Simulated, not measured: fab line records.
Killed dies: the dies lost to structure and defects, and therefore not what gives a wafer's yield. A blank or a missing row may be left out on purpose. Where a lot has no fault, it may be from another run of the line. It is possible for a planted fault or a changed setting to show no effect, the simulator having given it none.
fab line records || flow gf180mcu || part 2 of 2: steps 25 to 34 of 34
record {"lots": 5, "wafers": 15, "last-day": 33}
route steps=602 shown HV_LDD@176
lots that met no fault: taken from a fault-free run of the same line
start-h: hours from the record's opening day to when the first of the lot's shown wafers began || wait-h: hours since the lot's step before || " as in the row above || L1.1+2: a row that stands for several wafers || - either no value or no given start || * or withheld: withheld || < > ~ a bound
route shown NAME@n: NAME is a module with steps in the file, n the number in the route of the first one || usual: mean/standard deviation of fault-free wafers || same: alike in all rows || chamber/n: place in a boat || sites: per-site readings || _std_site: their standard deviation || _edge_site: the outer-site mean with the inner-site mean subtracted || radius-mm: how far each site lies from the wafer's centre || mask NAME#n: copy n || behind: tool/chamber where the wafer was last shaped || hold: the reason the lot was held/the length of the hold in hours/how it ended || device: the n, p or np transistor that did not switch || end of line: the tests these same wafers got at the end of their route || a step without rows: its recipe alone || killed: dies lost to structure and defects at the first sort, not the wafer's yield || map: a wafer's dies, marking killed ones x, the rest . and places with no die _
set.NAME: setting as actually run; set.NAME@STEP: the setting as run at that earlier step || model.NAME: the simulator's own value behind a step, which no gauge read
lots at some steps of the route; a table a step, a row a wafer
services: from which hour (start-h, from the record's first day; less than 0 if before it) a tool's chamber was out of use, for how many hours, and why
## steps
# step GF_HV_LDD_DEHYDRATE_24
# recipe {"temp-c": 200, "time-s": 60}
# usual {"chill-plate-temp-C": "23.01/0.1"}
{"lot.wafer": "L074.4", "tool": "litho-track-04", "chamber": 0, "start-h": 242.76, "wait-h": 8.5, "chill-plate-temp-C": 22.91}
{"lot.wafer": "L074.5", "tool": "litho-track-04", "chamber": 0, "start-h": 242.76, "wait-h": 8.5, "chill-plate-temp-C": 22.92}
{"lot.wafer": "L074.6", "tool": "litho-track-04", "chamber": 0, "start-h": 242.76, "wait-h": 8.5, "chill-plate-temp-C": 23.12}
{"lot.wafer": "L075.3", "tool": "litho-track-03", "chamber": 0, "start-h": 252.08, "wait-h": 8.1, "chill-plate-temp-C": 22.94}
{"lot.wafer": "L075.4", "tool": "litho-track-03", "chamber": 0, "start-h": 252.08, "wait-h": 8.1, "chill-plate-temp-C": 23.07}
{"lot.wafer": "L075.5", "tool": "litho-track-03", "chamber": 0, "start-h": 252.08, "wait-h": 8.1, "chill-plate-temp-C": 22.95}
{"lot.wafer": "L082.1", "tool": "litho-track-03", "chamber": 0, "start-h": 300.58, "wait-h": 9.0, "chill-plate-temp-C": 23.01}
{"lot.wafer": "L082.4", "tool": "litho-track-03", "chamber": 0, "start-h": 300.58, "wait-h": 9.0, "chill-plate-temp-C": 22.82}
{"lot.wafer": "L082.6", "tool": "litho-track-03", "chamber": 0, "start-h": 300.58, "wait-h": 9.0, "chill-plate-temp-C": 22.91}
{"lot.wafer": "L088.3", "tool": "litho-track-03", "chamber": 0, "start-h": 346.48, "wait-h": 10.1, "chill-plate-temp-C": 23.15}
{"lot.wafer": "L088.4", "tool": "litho-track-03", "chamber": 0, "start-h": 346.48, "wait-h": 10.1, "chill-plate-temp-C": 23.18}
{"lot.wafer": "L088.6", "tool": "litho-track-03", "chamber": 0, "start-h": 346.48, "wait-h": 10.1, "chill-plate-temp-C": 23.14}
{"lot.wafer": "L093.2", "tool": "litho-track-03", "chamber": 0, "start-h": 387.50, "wait-h": 10.6, "chill-plate-temp-C": 22.80}
{"lot.wafer": "L093.5", "tool": "litho-track-03", "chamber": 0, "start-h": 387.50, "wait-h": 10.6, "chill-plate-temp-C": 22.85}
{"lot.wafer": "L093.6", "tool": "litho-track-03", "chamber": 0, "start-h": 387.50, "wait-h": 10.6, "chill-plate-temp-C": 23.07}
# step GF_HV_LDD_HMDS_25
# recipe {"prime-time-s": 60, "prime-temp-c": 120}
# usual {"chill-plate-temp-C": "23.00/0.11"}
{"lot.wafer": "L074.4", "tool": "litho-track-04", "chamber": 0, "start-h": 242.91, "wait-h": 0.1, "chill-plate-temp-C": 22.91}
{"lot.wafer": "L074.5", "tool": "litho-track-04", "chamber": 0, "start-h": 242.91, "wait-h": 0.1, "chill-plate-temp-C": 22.96}
{"lot.wafer": "L074.6", "tool": "litho-track-04", "chamber": 0, "start-h": 242.91, "wait-h": 0.1, "chill-plate-temp-C": 22.94}
{"lot.wafer": "L075.3", "tool": "litho-track-03", "chamber": 0, "start-h": 252.23, "wait-h": 0.1, "chill-plate-temp-C": 23.09}
{"lot.wafer": "L075.4", "tool": "litho-track-03", "chamber": 0, "start-h": 252.23, "wait-h": 0.1, "chill-plate-temp-C": 23.12}
{"lot.wafer": "L075.5", "tool": "litho-track-03", "chamber": 0, "start-h": 252.23, "wait-h": 0.1, "chill-plate-temp-C": 23.13}
{"lot.wafer": "L082.1", "tool": "litho-track-03", "chamber": 0, "start-h": 300.73, "wait-h": 0.1, "chill-plate-temp-C": 22.82}
{"lot.wafer": "L082.4", "tool": "litho-track-03", "chamber": 0, "start-h": 300.73, "wait-h": 0.1, "chill-plate-temp-C": 22.87}
{"lot.wafer": "L082.6", "tool": "litho-track-03", "chamber": 0, "start-h": 300.73, "wait-h": 0.1, "chill-plate-temp-C": 22.87}
{"lot.wafer": "L088.3", "tool": "litho-track-03", "chamber": 0, "start-h": 346.63, "wait-h": 0.1, "chill-plate-temp-C": 22.94}
{"lot.wafer": "L088.4", "tool": "litho-track-03", "chamber": 0, "start-h": 346.63, "wait-h": 0.1, "chill-plate-temp-C": 23.01}
{"lot.wafer": "L088.6", "tool": "litho-track-03", "chamber": 0, "start-h": 346.63, "wait-h": 0.1, "chill-plate-temp-C": 22.99}
{"lot.wafer": "L093.2", "tool": "litho-track-03", "chamber": 0, "start-h": 387.65, "wait-h": 0.1, "chill-plate-temp-C": 22.96}
{"lot.wafer": "L093.5", "tool": "litho-track-03", "chamber": 0, "start-h": 387.65, "wait-h": 0.1, "chill-plate-temp-C": 22.93}
{"lot.wafer": "L093.6", "tool": "litho-track-03", "chamber": 0, "start-h": 387.65, "wait-h": 0.1, "chill-plate-temp-C": 22.98}
# step GF_HV_LDD_COAT_26
# recipe {"resist": "NOVOLAK", "spin-rpm": 3000, "resist-thk-nm": 1000}
# usual {"chill-plate-temp-C": "23.00/0.12", "spin-speed-rpm": "3000.1/2.3"}
{"lot.wafer": "L074.4", "tool": "litho-track-04", "chamber": 0, "start-h": 243.06, "wait-h": 0.1, "chill-plate-temp-C": 22.93, "spin-speed-rpm": 3000.2}
{"lot.wafer": "L074.5", "tool": "litho-track-04", "chamber": 0, "start-h": 243.06, "wait-h": 0.1, "chill-plate-temp-C": 22.73, "spin-speed-rpm": 3002.5}
{"lot.wafer": "L074.6", "tool": "litho-track-04", "chamber": 0, "start-h": 243.06, "wait-h": 0.1, "chill-plate-temp-C": 22.97, "spin-speed-rpm": 3003.8}
{"lot.wafer": "L075.3", "tool": "litho-track-03", "chamber": 0, "start-h": 252.38, "wait-h": 0.1, "chill-plate-temp-C": 22.96, "spin-speed-rpm": 3004.3}
{"lot.wafer": "L075.4", "tool": "litho-track-03", "chamber": 0, "start-h": 252.38, "wait-h": 0.1, "chill-plate-temp-C": 22.93, "spin-speed-rpm": 3003.0}
{"lot.wafer": "L075.5", "tool": "litho-track-03", "chamber": 0, "start-h": 252.38, "wait-h": 0.1, "chill-plate-temp-C": 22.89, "spin-speed-rpm": 3003.3}
{"lot.wafer": "L082.1", "tool": "litho-track-03", "chamber": 0, "start-h": 300.88, "wait-h": 0.1, "chill-plate-temp-C": 22.88, "spin-speed-rpm": 2999.8}
{"lot.wafer": "L082.4", "tool": "litho-track-03", "chamber": 0, "start-h": 300.88, "wait-h": 0.1, "chill-plate-temp-C": 23.07, "spin-speed-rpm": 2996.9}
{"lot.wafer": "L082.6", "tool": "litho-track-03", "chamber": 0, "start-h": 300.88, "wait-h": 0.1, "chill-plate-temp-C": 22.98, "spin-speed-rpm": 2999.1}
{"lot.wafer": "L088.3", "tool": "litho-track-03", "chamber": 0, "start-h": 346.78, "wait-h": 0.1, "chill-plate-temp-C": 22.84, "spin-speed-rpm": 2998.6}
{"lot.wafer": "L088.4", "tool": "litho-track-03", "chamber": 0, "start-h": 346.78, "wait-h": 0.1, "chill-plate-temp-C": 22.90, "spin-speed-rpm": 2999.8}
{"lot.wafer": "L088.6", "tool": "litho-track-03", "chamber": 0, "start-h": 346.78, "wait-h": 0.1, "chill-plate-temp-C": 22.92, "spin-speed-rpm": 2999.6}
{"lot.wafer": "L093.2", "tool": "litho-track-03", "chamber": 0, "start-h": 387.80, "wait-h": 0.1, "chill-plate-temp-C": 23.06, "spin-speed-rpm": 3000.6}
{"lot.wafer": "L093.5", "tool": "litho-track-03", "chamber": 0, "start-h": 387.80, "wait-h": 0.1, "chill-plate-temp-C": 23.19, "spin-speed-rpm": 3001.9}
{"lot.wafer": "L093.6", "tool": "litho-track-03", "chamber": 0, "start-h": 387.80, "wait-h": 0.1, "chill-plate-temp-C": 23.18, "spin-speed-rpm": 3001.6}
# step GF_HV_LDD_SOFTBAKE_27
# recipe {"temp-c": 90, "time-s": 60, "resist": "NOVOLAK"}
# usual {"chill-plate-temp-C": "22.98/0.1"}
{"lot.wafer": "L074.4", "tool": "litho-track-04", "chamber": 0, "start-h": 243.21, "wait-h": 0.1, "chill-plate-temp-C": 22.97}
{"lot.wafer": "L074.5", "tool": "litho-track-04", "chamber": 0, "start-h": 243.21, "wait-h": 0.1, "chill-plate-temp-C": 22.88}
{"lot.wafer": "L074.6", "tool": "litho-track-04", "chamber": 0, "start-h": 243.21, "wait-h": 0.1, "chill-plate-temp-C": 23.04}
{"lot.wafer": "L075.3", "tool": "litho-track-03", "chamber": 0, "start-h": 252.53, "wait-h": 0.1, "chill-plate-temp-C": 22.98}
{"lot.wafer": "L075.4", "tool": "litho-track-03", "chamber": 0, "start-h": 252.53, "wait-h": 0.1, "chill-plate-temp-C": 23.04}
{"lot.wafer": "L075.5", "tool": "litho-track-03", "chamber": 0, "start-h": 252.53, "wait-h": 0.1, "chill-plate-temp-C": 23.11}
{"lot.wafer": "L082.1", "tool": "litho-track-03", "chamber": 0, "start-h": 301.03, "wait-h": 0.1, "chill-plate-temp-C": 23.01}
{"lot.wafer": "L082.4", "tool": "litho-track-03", "chamber": 0, "start-h": 301.03, "wait-h": 0.1, "chill-plate-temp-C": 23.11}
{"lot.wafer": "L082.6", "tool": "litho-track-03", "chamber": 0, "start-h": 301.03, "wait-h": 0.1, "chill-plate-temp-C": 22.97}
{"lot.wafer": "L088.3", "tool": "litho-track-03", "chamber": 0, "start-h": 346.93, "wait-h": 0.1, "chill-plate-temp-C": 22.80}
{"lot.wafer": "L088.4", "tool": "litho-track-03", "chamber": 0, "start-h": 346.93, "wait-h": 0.1, "chill-plate-temp-C": 22.90}
{"lot.wafer": "L088.6", "tool": "litho-track-03", "chamber": 0, "start-h": 346.93, "wait-h": 0.1, "chill-plate-temp-C": 22.81}
{"lot.wafer": "L093.2", "tool": "litho-track-03", "chamber": 0, "start-h": 387.95, "wait-h": 0.1, "chill-plate-temp-C": 23.09}
{"lot.wafer": "L093.5", "tool": "litho-track-03", "chamber": 0, "start-h": 387.95, "wait-h": 0.1, "chill-plate-temp-C": 22.92}
{"lot.wafer": "L093.6", "tool": "litho-track-03", "chamber": 0, "start-h": 387.95, "wait-h": 0.1, "chill-plate-temp-C": 23.07}
# step GF_HV_LDD_EXPOSE_28
# recipe {"mask-id": "Nplus_HV_AREA", "target-cd-nm": 400, "na": 0.6, "source-shape": "conventional", "sigma-outer": 0.6, "dose-mj": 140}
# usual {"focus-offset-nm": "0.0/0.46", "stage-vel-mm-s": "500.00/0.23"}
{"lot.wafer": "L074.4", "tool": "iline-stepper-01", "chamber": 0, "start-h": "-", "wait-h": "-", "mask": "Nplus_HV_AREA#0", "focus-offset-nm": -0.4, "stage-vel-mm-s": 500.18}
{"lot.wafer": "L074.5", "tool": "iline-stepper-01", "chamber": 0, "start-h": "-", "wait-h": "-", "mask": "Nplus_HV_AREA#0", "focus-offset-nm": -0.4, "stage-vel-mm-s": 500.07}
{"lot.wafer": "L074.6", "tool": "iline-stepper-01", "chamber": 0, "start-h": "-", "wait-h": "-", "mask": "Nplus_HV_AREA#0", "focus-offset-nm": -0.4, "stage-vel-mm-s": 499.83}
{"lot.wafer": "L075.3", "tool": "iline-stepper-01", "chamber": 0, "start-h": "-", "wait-h": "-", "mask": "Nplus_HV_AREA#0", "focus-offset-nm": 0.6, "stage-vel-mm-s": 500.13}
{"lot.wafer": "L075.4", "tool": "iline-stepper-01", "chamber": 0, "start-h": "-", "wait-h": "-", "mask": "Nplus_HV_AREA#0", "focus-offset-nm": -0.4, "stage-vel-mm-s": 500.19}
{"lot.wafer": "L075.5", "tool": "iline-stepper-01", "chamber": 0, "start-h": "-", "wait-h": "-", "mask": "Nplus_HV_AREA#0", "focus-offset-nm": -0.2, "stage-vel-mm-s": 500.29}
{"lot.wafer": "L082.1", "tool": "iline-stepper-01", "chamber": 0, "start-h": "-", "wait-h": "-", "mask": "Nplus_HV_AREA#0", "focus-offset-nm": -0.5, "stage-vel-mm-s": 500.25}
{"lot.wafer": "L082.4", "tool": "iline-stepper-01", "chamber": 0, "start-h": "-", "wait-h": "-", "mask": "Nplus_HV_AREA#0", "focus-offset-nm": -0.6, "stage-vel-mm-s": 500.55}
{"lot.wafer": "L082.6", "tool": "iline-stepper-01", "chamber": 0, "start-h": "-", "wait-h": "-", "mask": "Nplus_HV_AREA#0", "focus-offset-nm": -0.1, "stage-vel-mm-s": 500.25}
{"lot.wafer": "L088.3", "tool": "iline-stepper-02", "chamber": 0, "start-h": "-", "wait-h": "-", "mask": "Nplus_HV_AREA#0", "focus-offset-nm": 0.0, "stage-vel-mm-s": 499.92}
{"lot.wafer": "L088.4", "tool": "iline-stepper-02", "chamber": 0, "start-h": "-", "wait-h": "-", "mask": "Nplus_HV_AREA#0", "focus-offset-nm": -0.3, "stage-vel-mm-s": 499.83}
{"lot.wafer": "L088.6", "tool": "iline-stepper-02", "chamber": 0, "start-h": "-", "wait-h": "-", "mask": "Nplus_HV_AREA#0", "focus-offset-nm": 0.2, "stage-vel-mm-s": 500.13}
{"lot.wafer": "L093.2", "tool": "iline-stepper-02", "chamber": 0, "start-h": "-", "wait-h": "-", "mask": "Nplus_HV_AREA#0", "focus-offset-nm": -0.1, "stage-vel-mm-s": 500.24}
{"lot.wafer": "L093.5", "tool": "iline-stepper-02", "chamber": 0, "start-h": "-", "wait-h": "-", "mask": "Nplus_HV_AREA#0", "focus-offset-nm": -1.0, "stage-vel-mm-s": 500.04}
{"lot.wafer": "L093.6", "tool": "iline-stepper-02", "chamber": 0, "start-h": "-", "wait-h": "-", "mask": "Nplus_HV_AREA#0", "focus-offset-nm": -1.1, "stage-vel-mm-s": 500.14}
# step GF_HV_LDD_PEB_29
# recipe {"temp-c": "withheld", "time-s": "*", "resist": "NOVOLAK"}
# usual {"chill-plate-temp-C": "*"}
{"lot.wafer": "L074.4", "tool": "litho-track-04", "chamber": 0, "start-h": "-", "wait-h": "-", "chill-plate-temp-C": "*"}
{"lot.wafer": "L074.5", "tool": "litho-track-04", "chamber": 0, "start-h": "-", "wait-h": "-", "chill-plate-temp-C": "*"}
{"lot.wafer": "L074.6", "tool": "litho-track-04", "chamber": 0, "start-h": "-", "wait-h": "-", "chill-plate-temp-C": "*"}
{"lot.wafer": "L075.3", "tool": "litho-track-03", "chamber": 0, "start-h": "-", "wait-h": "-", "chill-plate-temp-C": "*"}
{"lot.wafer": "L075.4", "tool": "litho-track-03", "chamber": 0, "start-h": "-", "wait-h": "-", "chill-plate-temp-C": "*"}
{"lot.wafer": "L075.5", "tool": "litho-track-03", "chamber": 0, "start-h": "-", "wait-h": "-", "chill-plate-temp-C": "*"}
{"lot.wafer": "L082.1", "tool": "litho-track-03", "chamber": 0, "start-h": "-", "wait-h": "-", "chill-plate-temp-C": "*"}
{"lot.wafer": "L082.4", "tool": "litho-track-03", "chamber": 0, "start-h": "-", "wait-h": "-", "chill-plate-temp-C": "*"}
{"lot.wafer": "L082.6", "tool": "litho-track-03", "chamber": 0, "start-h": "-", "wait-h": "-", "chill-plate-temp-C": "*"}
{"lot.wafer": "L088.3", "tool": "litho-track-01", "chamber": 0, "start-h": "-", "wait-h": "-", "chill-plate-temp-C": "*"}
{"lot.wafer": "L088.4", "tool": "litho-track-01", "chamber": 0, "start-h": "-", "wait-h": "-", "chill-plate-temp-C": "*"}
{"lot.wafer": "L088.6", "tool": "litho-track-01", "chamber": 0, "start-h": "-", "wait-h": "-", "chill-plate-temp-C": "*"}
{"lot.wafer": "L093.2", "tool": "litho-track-01", "chamber": 0, "start-h": "-", "wait-h": "-", "chill-plate-temp-C": "*"}
{"lot.wafer": "L093.5", "tool": "litho-track-01", "chamber": 0, "start-h": "-", "wait-h": "-", "chill-plate-temp-C": "*"}
{"lot.wafer": "L093.6", "tool": "litho-track-01", "chamber": 0, "start-h": "-", "wait-h": "-", "chill-plate-temp-C": "*"}
# step GF_HV_LDD_DEVELOP_30
# recipe {"develop-time-s": 60, "dev-temp-c": 23}
# usual {"chill-plate-temp-C": "23.00/0.11"}
{"lot.wafer": "L074.4", "tool": "litho-track-04", "chamber": 0, "start-h": 252.06, "wait-h": 0.1, "chill-plate-temp-C": 22.90}
{"lot.wafer": "L074.5", "tool": "litho-track-04", "chamber": 0, "start-h": 252.06, "wait-h": 0.1, "chill-plate-temp-C": 22.98}
{"lot.wafer": "L074.6", "tool": "litho-track-04", "chamber": 0, "start-h": 252.06, "wait-h": 0.1, "chill-plate-temp-C": 23.14}
{"lot.wafer": "L075.3", "tool": "litho-track-03", "chamber": 0, "start-h": 261.63, "wait-h": 0.1, "chill-plate-temp-C": 23.06}
{"lot.wafer": "L075.4", "tool": "litho-track-03", "chamber": 0, "start-h": 261.63, "wait-h": 0.1, "chill-plate-temp-C": 23.03}
{"lot.wafer": "L075.5", "tool": "litho-track-03", "chamber": 0, "start-h": 261.63, "wait-h": 0.1, "chill-plate-temp-C": 23.12}
{"lot.wafer": "L082.1", "tool": "litho-track-03", "chamber": 0, "start-h": 310.63, "wait-h": 0.1, "chill-plate-temp-C": 23.20}
{"lot.wafer": "L082.4", "tool": "litho-track-03", "chamber": 0, "start-h": 310.63, "wait-h": 0.1, "chill-plate-temp-C": 23.14}
{"lot.wafer": "L082.6", "tool": "litho-track-03", "chamber": 0, "start-h": 310.63, "wait-h": 0.1, "chill-plate-temp-C": 23.06}
{"lot.wafer": "L088.3", "tool": "litho-track-01", "chamber": 0, "start-h": 357.35, "wait-h": 0.1, "chill-plate-temp-C": 23.06}
{"lot.wafer": "L088.4", "tool": "litho-track-01", "chamber": 0, "start-h": 357.35, "wait-h": 0.1, "chill-plate-temp-C": 22.93}
{"lot.wafer": "L088.6", "tool": "litho-track-01", "chamber": 0, "start-h": 357.35, "wait-h": 0.1, "chill-plate-temp-C": 22.95}
{"lot.wafer": "L093.2", "tool": "litho-track-01", "chamber": 0, "start-h": 399.22, "wait-h": 0.1, "chill-plate-temp-C": 22.91}
{"lot.wafer": "L093.5", "tool": "litho-track-01", "chamber": 0, "start-h": 399.22, "wait-h": 0.1, "chill-plate-temp-C": 23.11}
{"lot.wafer": "L093.6", "tool": "litho-track-01", "chamber": 0, "start-h": 399.22, "wait-h": 0.1, "chill-plate-temp-C": 22.91}
# step GF_HV_LDD_CD_MEAS_31
# recipe {"target-cd-nm": 400}
# usual {"cd-nm": "400.1/2.6"}
{"lot.wafer": "L074.4", "tool": "cd-sem-01", "chamber": "-", "start-h": 252.19, "wait-h": 0.1, "cd-nm": 400.8}
{"lot.wafer": "L074.5", "tool": "cd-sem-01", "chamber": "-", "start-h": 252.19, "wait-h": 0.1, "cd-nm": 399.9}
{"lot.wafer": "L074.6", "tool": "cd-sem-01", "chamber": "-", "start-h": 252.19, "wait-h": 0.1, "cd-nm": 401.5}
{"lot.wafer": "L075.3", "tool": "cd-sem-01", "chamber": "-", "start-h": 261.77, "wait-h": 0.1, "cd-nm": 394.8}
{"lot.wafer": "L075.4", "tool": "cd-sem-01", "chamber": "-", "start-h": 261.77, "wait-h": 0.1, "cd-nm": 393.4}
{"lot.wafer": "L075.5", "tool": "cd-sem-01", "chamber": "-", "start-h": 261.77, "wait-h": 0.1, "cd-nm": 394.2}
{"lot.wafer": "L082.1", "tool": "cd-sem-01", "chamber": "-", "start-h": 310.78, "wait-h": 0.1, "cd-nm": 400.0}
{"lot.wafer": "L082.4", "tool": "cd-sem-01", "chamber": "-", "start-h": 310.78, "wait-h": 0.1, "cd-nm": 400.3}
{"lot.wafer": "L082.6", "tool": "cd-sem-01", "chamber": "-", "start-h": 310.78, "wait-h": 0.1, "cd-nm": 398.9}
{"lot.wafer": "L088.3", "tool": "cd-sem-01", "chamber": "-", "start-h": 357.49, "wait-h": 0.1, "cd-nm": 397.2}
{"lot.wafer": "L088.4", "tool": "cd-sem-01", "chamber": "-", "start-h": 357.49, "wait-h": 0.1, "cd-nm": 397.2}
{"lot.wafer": "L088.6", "tool": "cd-sem-01", "chamber": "-", "start-h": 357.49, "wait-h": 0.1, "cd-nm": 400.1}
{"lot.wafer": "L093.2", "tool": "cd-sem-01", "chamber": "-", "start-h": 399.37, "wait-h": 0.1, "cd-nm": 401.5}
{"lot.wafer": "L093.5", "tool": "cd-sem-01", "chamber": "-", "start-h": 399.37, "wait-h": 0.1, "cd-nm": 402.5}
{"lot.wafer": "L093.6", "tool": "cd-sem-01", "chamber": "-", "start-h": 399.37, "wait-h": 0.1, "cd-nm": 400.5}
# step GF_HV_LDD_OVL_MEAS_32
# usual {"HV_LDD_02_OVL": "0.1/1.5"}
{"lot.wafer": "L074.4", "tool": "overlay-02", "chamber": "-", "start-h": 252.27, "wait-h": 0.1, "HV_LDD_02_OVL[nm]": -0.8}
{"lot.wafer": "L074.5", "tool": "overlay-02", "chamber": "-", "start-h": 252.27, "wait-h": 0.1, "HV_LDD_02_OVL[nm]": 0.5}
{"lot.wafer": "L074.6", "tool": "overlay-02", "chamber": "-", "start-h": 252.27, "wait-h": 0.1, "HV_LDD_02_OVL[nm]": 1.3}
{"lot.wafer": "L075.3", "tool": "overlay-02", "chamber": "-", "start-h": 261.86, "wait-h": 0.1, "HV_LDD_02_OVL[nm]": 0.9}
{"lot.wafer": "L075.4", "tool": "overlay-02", "chamber": "-", "start-h": 261.86, "wait-h": 0.1, "HV_LDD_02_OVL[nm]": 0.3}
{"lot.wafer": "L075.5", "tool": "overlay-02", "chamber": "-", "start-h": 261.86, "wait-h": 0.1, "HV_LDD_02_OVL[nm]": -0.3}
{"lot.wafer": "L082.1", "tool": "overlay-01", "chamber": "-", "start-h": 310.90, "wait-h": 0.1, "HV_LDD_02_OVL[nm]": 0.0}
{"lot.wafer": "L082.4", "tool": "overlay-01", "chamber": "-", "start-h": 310.90, "wait-h": 0.1, "HV_LDD_02_OVL[nm]": -1.9}
{"lot.wafer": "L082.6", "tool": "overlay-01", "chamber": "-", "start-h": 310.90, "wait-h": 0.1, "HV_LDD_02_OVL[nm]": 1.4}
{"lot.wafer": "L088.3", "tool": "overlay-01", "chamber": "-", "start-h": 357.58, "wait-h": 0.1, "HV_LDD_02_OVL[nm]": 0.7}
{"lot.wafer": "L088.4", "tool": "overlay-01", "chamber": "-", "start-h": 357.58, "wait-h": 0.1, "HV_LDD_02_OVL[nm]": -0.4}
{"lot.wafer": "L088.6", "tool": "overlay-01", "chamber": "-", "start-h": 357.58, "wait-h": 0.1, "HV_LDD_02_OVL[nm]": 2.0}
{"lot.wafer": "L093.2", "tool": "overlay-01", "chamber": "-", "start-h": 399.47, "wait-h": 0.1, "HV_LDD_02_OVL[nm]": 0.4}
{"lot.wafer": "L093.5", "tool": "overlay-01", "chamber": "-", "start-h": 399.47, "wait-h": 0.1, "HV_LDD_02_OVL[nm]": -0.5}
{"lot.wafer": "L093.6", "tool": "overlay-01", "chamber": "-", "start-h": 399.47, "wait-h": 0.1, "HV_LDD_02_OVL[nm]": 0.4}
# step GF_HV_LDD_IMPLANT_33
# recipe {"species": "P", "energy-kev": 60, "dose-cm2": 7.5e+12, "tilt-deg": 30, "rotation-deg": 0}
{"lot.wafer": "L074.4+5+6", "tool": "implanter-03", "chamber": 0, "start-h": 252.37, "wait-h": 0.1}
{"lot.wafer": "L075.3+4+5", "tool": "implanter-03", "chamber": 0, "start-h": 261.93, "wait-h": 0.1}
{"lot.wafer": "L082.1+4+6", "tool": "implanter-04", "chamber": 0, "start-h": 310.93, "wait-h": 0.0}
{"lot.wafer": "L088.3+4+6", "tool": "implanter-03", "chamber": 0, "start-h": 357.65, "wait-h": 0.1}
{"lot.wafer": "L093.2+5+6", "tool": "implanter-03", "chamber": 0, "start-h": 399.53, "wait-h": 0.0}
## services
{"tool": "iline-stepper-02", "chamber": "-", "start-h": 194.48, "hours": 10.1, "kind": "repair"}
{"tool": "implanter-03", "chamber": "-", "start-h": 196.35, "hours": 6.2, "kind": "repair"}
{"tool": "iline-stepper-02", "chamber": 0, "start-h": 203.50, "hours": "-", "kind": "calibration"}
{"tool": "implanter-04", "chamber": "-", "start-h": 206.61, "hours": 12.3, "kind": "pm"}
{"tool": "plasma-asher-03", "chamber": "-", "start-h": 230.41, "hours": 1.5, "kind": "repair"}
{"tool": "implanter-04", "chamber": "-", "start-h": 259.73, "hours": 3.0, "kind": "pm"}
{"tool": "iline-stepper-01", "chamber": "-", "start-h": 276.73, "hours": 1.7, "kind": "pm"}
{"tool": "implanter-04", "chamber": "-", "start-h": 293.74, "hours": 3.1, "kind": "repair"}
{"tool": "implanter-02", "chamber": "-", "start-h": 295.78, "hours": 2.0, "kind": "repair"}
{"tool": "plasma-asher-01", "chamber": "-", "start-h": 297.34, "hours": 0.6, "kind": "repair"}
{"tool": "implanter-03", "chamber": "-", "start-h": 306.77, "hours": 2.6, "kind": "repair"}
{"tool": "iline-stepper-01", "chamber": 0, "start-h": 323.46, "hours": "-", "kind": "calibration"}
{"tool": "implanter-02", "chamber": "-", "start-h": 344.73, "hours": 6.6, "kind": "pm"}
{"tool": "implanter-02", "chamber": "-", "start-h": 359.82, "hours": 2.1, "kind": "repair"}
{"tool": "implanter-04", "chamber": "-", "start-h": 361.07, "hours": 4.7, "kind": "pm"}
{"tool": "iline-stepper-01", "chamber": "-", "start-h": 370.39, "hours": 4.7, "kind": "repair"}
{"tool": "plasma-asher-02", "chamber": "-", "start-h": 380.65, "hours": 1.8, "kind": "repair"}
{"tool": "implanter-03", "chamber": "-", "start-h": 386.19, "hours": 3.3, "kind": "pm"}
{"tool": "iline-stepper-02", "chamber": "-", "start-h": 388.38, "hours": 1.7, "kind": "pm"}
{"tool": "plasma-asher-01", "chamber": "-", "start-h": 393.15, "hours": 4.3, "kind": "pm"}
